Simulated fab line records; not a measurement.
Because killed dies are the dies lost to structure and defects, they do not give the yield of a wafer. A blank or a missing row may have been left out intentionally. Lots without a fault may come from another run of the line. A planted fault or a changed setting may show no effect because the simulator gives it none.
Which tool did it? :: flow sky130 :: Sampling: 12 lots, 36 wafers, 5 of 708 route steps

WHAT EACH GAUGE READ, for each wafer
SKY_CAP2M_RS_MEAS_03: a four-point-probe measurement. Usual: CAP2M_TIN_RS typically reads 6.94 ohm/sq, with standard deviation 0.074.
lot: L367
measured: day 40 09:47
on: film_metro-03
CAP2M_TIN_RS (ohm/sq): 7.06 6.98 7.03
flag: 

lot: L368
measured: day 40 13:42
on: film_metro-01
CAP2M_TIN_RS (ohm/sq): 6.97 7.05 7.03
flag: 

lot: L369
measured: day 40 16:05
on: film_metro-03
CAP2M_TIN_RS (ohm/sq): 6.83 6.90 6.91
flag: 

lot: L370
measured: day 40 20:14
on: film_metro-03
CAP2M_TIN_RS (ohm/sq): 6.82 6.83 7.01
flag: 

lot: L371
measured: day 41 07:47
on: film_metro-03
CAP2M_TIN_RS (ohm/sq): 6.87 6.91 7.00
flag: 

lot: L377
measured: day 43 04:02
on: film_metro-03
CAP2M_TIN_RS (ohm/sq): 6.91 7.01 6.98
flag: 

lot: L378
measured: day 43 09:58
on: film_metro-01
CAP2M_TIN_RS (ohm/sq): 6.92 6.93 7.00
flag: 

lot: L380
measured: day 43 23:44
on: film_metro-01
CAP2M_TIN_RS (ohm/sq): 7.03 6.98 6.95
flag: 

lot: L381
measured: day 44 00:53
on: film_metro-01
CAP2M_TIN_RS (ohm/sq): 7.08 7.02 7.03
flag: 

lot: L385
measured: day 44 23:02
on: film_metro-01
CAP2M_TIN_RS (ohm/sq): 6.98 6.97 6.94
flag: 

lot: L390
measured: day 46 12:04
on: film_metro-02
CAP2M_TIN_RS (ohm/sq): 6.98 6.91 7.01
flag: 

lot: L389
measured: day 46 17:04
on: film_metro-03
CAP2M_TIN_RS (ohm/sq): 7.03 6.97 6.91
flag: 

SKY_CAP2M_OVL_MEAS_12. Usual: CAP2M_OVL typically reads 0.7 nm, with standard deviation 1.4.
lot: L367
measured: day 41 09:35
on: overlay-01
CAP2M_OVL (nm): 1.5 2.0 2.3
flag: 

lot: L368
measured: day 41 14:15
on: overlay-01
CAP2M_OVL (nm): 3.2 1.6 3.0
flag: 

lot: L369
measured: day 41 15:38
on: overlay-02
CAP2M_OVL (nm): 0.7 1.4 0.3
flag: 

lot: L370
measured: day 41 20:05
on: overlay-01
CAP2M_OVL (nm): 1.6 3.1 0.6
flag: 

lot: L371
measured: day 42 08:19
on: overlay-01
CAP2M_OVL (nm): -1.5 -1.2 -0.5
flag: 

lot: L377
measured: day 44 02:05
on: overlay-01
CAP2M_OVL (nm): 2.7 3.8 2.8
flag: 

lot: L378
measured: day 44 08:27
on: overlay-01
CAP2M_OVL (nm): -1.4 -1.0 -0.3
flag: 

lot: L380
measured: day 44 19:45
on: overlay-02
CAP2M_OVL (nm): 1.2 -0.6 -1.2
flag: 

lot: L381
measured: day 44 21:44
on: overlay-02
CAP2M_OVL (nm): -0.7 -0.6 -0.2
flag: 

lot: L385
measured: day 45 21:12
on: overlay-02
CAP2M_OVL (nm): -1.6 -0.8 -0.8
flag: 

lot: L390
measured: day 47 08:23
on: overlay-01
CAP2M_OVL (nm): 0.9 1.2 2.0
flag: 

lot: L389
measured: day 47 13:14
on: overlay-01
CAP2M_OVL (nm): 1.6 3.6 0.2
flag: 

SKY_VIA4_THK_MEAS_01. Usual: VIA4_HDPCVD_THK typically reads 1741 nm, with standard deviation 20.
lot: L367
measured: day 42 11:23
on: film_metro-02
VIA4_HDPCVD_THK (nm): 1718 1727 1736
flag: 

lot: L368
measured: day 42 16:10
on: film_metro-02
VIA4_HDPCVD_THK (nm): 1757 1747 1740
flag: 

lot: L369
measured: day 42 17:37
on: film_metro-01
VIA4_HDPCVD_THK (nm): 1787 1750 1756
flag: 

lot: L370
measured: day 42 21:32
on: film_metro-04
VIA4_HDPCVD_THK (nm): 1748 1769 1786
flag: 

lot: L371
measured: day 43 09:25
on: film_metro-04
VIA4_HDPCVD_THK (nm): 1734 1756 1744
flag: 

lot: L377
measured: day 45 03:08
on: film_metro-01
VIA4_HDPCVD_THK (nm): 554 518 530
flag: OFF

lot: L378
measured: day 45 08:16
on: film_metro-02
VIA4_HDPCVD_THK (nm): 494 510 493
flag: OFF

lot: L380
measured: day 45 20:15
on: film_metro-02
VIA4_HDPCVD_THK (nm): 1756 1748 1746
flag: 

lot: L381
measured: day 45 21:29
on: film_metro-02
VIA4_HDPCVD_THK (nm): 1732 1744 1772
flag: 

lot: L385
measured: day 46 20:22
on: film_metro-02
VIA4_HDPCVD_THK (nm): 1762 1749 1738
flag: 

lot: L390
measured: day 48 06:58
on: film_metro-02
VIA4_HDPCVD_THK (nm): 1730 1774 1751
flag: 

lot: L389
measured: day 48 10:44
on: film_metro-04
VIA4_HDPCVD_THK (nm): 1688 1706 1722
flag: 

SKY_VIA4_BOW_MEAS_03. Usual: VIA4_BOW typically reads 79 um, with standard deviation 9.
lot: L367
measured: day 42 11:45
on: film_metro-01
VIA4_BOW (um): 64 86 77
flag: 

lot: L368
measured: day 42 16:32
on: film_metro-04
VIA4_BOW (um): 95 97 92
flag: 

lot: L369
measured: day 42 17:58
on: film_metro-02
VIA4_BOW (um): 67 64 64
flag: 

lot: L370
measured: day 42 21:53
on: film_metro-02
VIA4_BOW (um): 79 77 77
flag: 

lot: L371
measured: day 43 09:47
on: film_metro-02
VIA4_BOW (um): 71 57 72
flag: 

lot: L377
measured: day 45 03:59
on: film_metro-02
VIA4_BOW (um): 69 74 66
flag: 

lot: L378
measured: day 45 08:59
on: film_metro-02
VIA4_BOW (um): 84 86 87
flag: 

lot: L380
measured: day 45 20:37
on: film_metro-01
VIA4_BOW (um): 85 95 90
flag: 

lot: L381
measured: day 45 21:52
on: film_metro-01
VIA4_BOW (um): 79 73 78
flag: 

lot: L385
measured: day 46 20:43
on: film_metro-02
VIA4_BOW (um): 81 67 79
flag: 

lot: L390
measured: day 48 07:20
on: film_metro-01
VIA4_BOW (um): 71 78 80
flag: 

lot: L389
measured: day 48 11:08
on: film_metro-02
VIA4_BOW (um): 70 66 69
flag: 

WHAT TOOL EACH LOT RAN ON (gives the tool, then ch and the chambers of the sampled wafers, and finally the start)
lot: L367
SKY_VIA4_HDPCVD_00: hdpcvd-01 ch 1,2, day 42 11:13

lot: L368
SKY_VIA4_HDPCVD_00: hdpcvd-01 ch 0,1,2, day 42 15:58

lot: L369
SKY_VIA4_HDPCVD_00: hdpcvd-02 ch 0,1,2, day 42 17:26

lot: L370
SKY_VIA4_HDPCVD_00: hdpcvd-02 ch 0,1, day 42 21:21

lot: L371
SKY_VIA4_HDPCVD_00: hdpcvd-02 ch 1,2, day 43 09:14

lot: L377
SKY_VIA4_HDPCVD_00: hdpcvd-01 ch 0,2, day 45 02:52

lot: L378
SKY_VIA4_HDPCVD_00: hdpcvd-01 ch 0,2, day 45 08:04

lot: L380
SKY_VIA4_HDPCVD_00: hdpcvd-02 ch 1,2, day 45 20:04

lot: L381
SKY_VIA4_HDPCVD_00: hdpcvd-02 ch 0,2, day 45 21:18

lot: L385
SKY_VIA4_HDPCVD_00: hdpcvd-02 ch 0,1,2, day 46 20:11

lot: L390
SKY_VIA4_HDPCVD_00: hdpcvd-02 ch 0,1,2, day 48 06:47

lot: L389
SKY_VIA4_HDPCVD_00: hdpcvd-01 ch 0,1,2, day 48 10:37
- SKY_VIA4_HDPCVD_00: deposits SiO2, target thk 1750 nm, time 291.7 s.

AS READ BY THE TOOLS THEMSELVES (means over the sampled wafers that have a number; for cases with no such wafer, the mark the record gives instead)
SKY_VIA4_HDPCVD_00. Usual: 60.01 sccm for sih4_flow_sccm, sd 0.17.
lot: L367
tool: hdpcvd-01
sih4_flow_sccm (sccm): 59.94
flag: 

lot: L368
tool: hdpcvd-01
sih4_flow_sccm (sccm): 59.95
flag: 

lot: L369
tool: hdpcvd-02
sih4_flow_sccm (sccm): 59.94
flag: 

lot: L370
tool: hdpcvd-02
sih4_flow_sccm (sccm): 59.86
flag: 

lot: L371
tool: hdpcvd-02
sih4_flow_sccm (sccm): 60.00
flag: 

lot: L377
tool: hdpcvd-01
sih4_flow_sccm (sccm): 59.89
flag: 

lot: L378
tool: hdpcvd-01
sih4_flow_sccm (sccm): 60.07
flag: 

lot: L380
tool: hdpcvd-02
sih4_flow_sccm (sccm): 59.88
flag: 

lot: L381
tool: hdpcvd-02
sih4_flow_sccm (sccm): 60.13
flag: 

lot: L385
tool: hdpcvd-02
sih4_flow_sccm (sccm): 60.01
flag: 

lot: L390
tool: hdpcvd-02
sih4_flow_sccm (sccm): 60.06
flag: 

lot: L389
tool: hdpcvd-01
sih4_flow_sccm (sccm): 60.01
flag: 

THE ANSWER, worked out from the rows above alone
Rule: take the mean of a lot's wafers that have a number; if it is more than 3 standard deviations from the usual mean, the lot is off. Also off: a lot with no number at a reading for which 4 or more lots have one. All remaining lots with rows at the step are treated as sound. After the gauges, taken in route order, come the tools' own readings; for these a lot's mean is taken, as printed above. At the first step where some lot is off, the reading lying furthest off is the one used; lots without a number count as furthest.
Off: at SKY_VIA4_THK_MEAS_01 (VIA4_HDPCVD_THK), L377, L378.
If a tool, at a process step before that reading, ran all the lots that are off and no sound lot after the first of them, it fits. The gauges at SKY_VIA4_THK_MEAS_01 are tried like those tools. Of those tried, none fits.

WHAT HAD BEEN PUT IN BY THE SIMULATOR
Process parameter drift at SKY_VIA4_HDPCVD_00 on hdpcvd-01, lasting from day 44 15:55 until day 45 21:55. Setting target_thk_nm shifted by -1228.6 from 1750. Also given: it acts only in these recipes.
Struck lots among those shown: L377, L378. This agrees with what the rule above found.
